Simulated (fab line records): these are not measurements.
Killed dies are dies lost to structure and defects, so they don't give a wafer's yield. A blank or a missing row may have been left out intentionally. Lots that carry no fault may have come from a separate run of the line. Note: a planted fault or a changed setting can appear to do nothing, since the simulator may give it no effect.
Struck lot and sound lot, side by side + flow gf180mcu + 17 out of 602 route steps
Sound: wafers L504.1, L504.2, L504.4. The struck wafers were L498.4, L498.5, L498.6. The cause is given at the end.
Per side, at each step with rows, come the tool, then ch with its chambers, and then its first start. Under that, the readings that differ: sound wafers + struck wafers + difference of the means + sigmas: that difference in standard deviations of wafers without a fault.
alike: readings with means less than 2 such deviations apart, plus words and numbers identical on both sides. not compared: withheld readings, readings lacking a value on some wafer, bounds such as >300 that could conceal the same value, and numbers that have no deviation in the record and whose values overlap.
Wherever a step has rows on one side only, a row that says differs or no value, or a row with sigmas, the two part there. Numbers that have no deviation but don't overlap get no sigmas and don't part them. Lack of a reading on every wafer of one side parts them only where that side has two or more wafers.

first, 1 step without rows for these wafers: GF_STI_OXIDATION_01 (stabilise 600 s, purge 300 s, target thk 10 nm).
GF_STI_THK_MEAS_02:
  sound: film metro-01 at day 4 03:19; struck: film metro-02 at day 2 18:03
  alike: STI_OXIDATION_THK
then, 1 step without rows for these wafers: GF_STI_CVD_03 (deposits Si3N4 from DCS/NH3, target thk 207.16 nm, time 3551 s).
GF_STI_THK_MEAS_04:
  sound: film metro-04 at day 4 05:22; struck: film metro-04 at day 2 20:05
  alike: STI_CVD_03_THK
then, 7 steps without rows for these wafers: GF_STI_DEHYDRATE_05 (time 60 s); GF_STI_HMDS_06 (prime time 60 s); GF_STI_COAT_07 (resist thk 700 nm); GF_STI_SOFTBAKE_08 (time 60 s); GF_STI_EXPOSE_09 (exposes mask COMP, target cd 220 nm); GF_STI_PEB_10 (peb time 90 s); GF_STI_DEVELOP_11 (develop time 60 s).
GF_STI_CD_MEAS_12: the cd target is 220 nm.
  sound: cd sem-01 at day 4 18:47; struck: cd sem-02 at day 3 08:12
  alike: cd nm
GF_STI_ETCH_13: etches the open film in CHF3/O2, stops on Si, target depth 282.31 nm, time 112.9 s.
  sound on rie diel-02 ch 0,1,2, day 4 18:55; struck on rie diel-03 ch 0,1,2, day 3 08:16
| reading                              | sound             | struck            | difference | sigmas |
|--------------------------------------|-------------------|-------------------|------------|--------|
| rf fwd power W (W)                   | 595.9 597.3 594.2 | 502.9 499.3 501.2 | -94.7      | -50    |
| model.KrF_of_STI_COAT_07.thk nm (nm) | 441 439.7 438.9   | 455.7 462.3 460.1 | +19.5      |        |
  alike: drypump motor current A, oes product au, throttle valve pct
  not compared: rf hours counter h
GF_STI_ETCH_14: etches Si in HBr/Cl2/O2, target depth 360 nm, time 102.9 s.
  sound on rie si-01 ch 1,2,3, day 4 18:59; struck on rie si-01 ch 1,2,3, day 3 08:20
| reading                              | sound             | struck          | difference | sigmas |
|--------------------------------------|-------------------|-----------------|------------|--------|
| model.KrF_of_STI_COAT_07.thk nm (nm) | 321.1 320.7 322.6 | 335 343.7 338.6 | +18        |        |
  alike: drypump motor current A, oes product au, rf fwd power W, throttle valve pct
  not compared: rf hours counter h
GF_STI_STRIP_15: strips in O2/N2.
  sound on plasma asher-02 ch 0,1, day 4 19:04; struck on plasma asher-03 ch 0,1, day 3 08:27
| reading                      | sound          | struck         | difference | sigmas |
|------------------------------|----------------|----------------|------------|--------|
| strip time to endpoint s (s) | 3.73 3.73 3.75 | 3.88 3.99 3.92 | +0.19      | +5     |
  alike: drypump motor current A, heater power w, oes product au, platen temp c
  not compared: rf hours counter h
then, 1 step without rows for these wafers: GF_STI_CLEAN_16 (cleans in dHF, time 25 s).
-- the record jumps here: 28 days lie between the struck wafers' starts before and after (it left off in module STI and takes up again in module PASSIVATION, whose first step shown is number 602 of the route) --
GF_PASSIVATION_PROBE_99:
  only the struck wafers here have rows in the record (prober-02, day 30 20:44); the sound ones have none

== WHERE THEY PART ==
At GF_STI_ETCH_13 first; at GF_PASSIVATION_PROBE_99 last (within this record only).

WHY: what had been put in by the simulator
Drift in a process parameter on rie diel-03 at GF_STI_ETCH_13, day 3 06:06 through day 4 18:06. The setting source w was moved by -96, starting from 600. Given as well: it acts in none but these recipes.
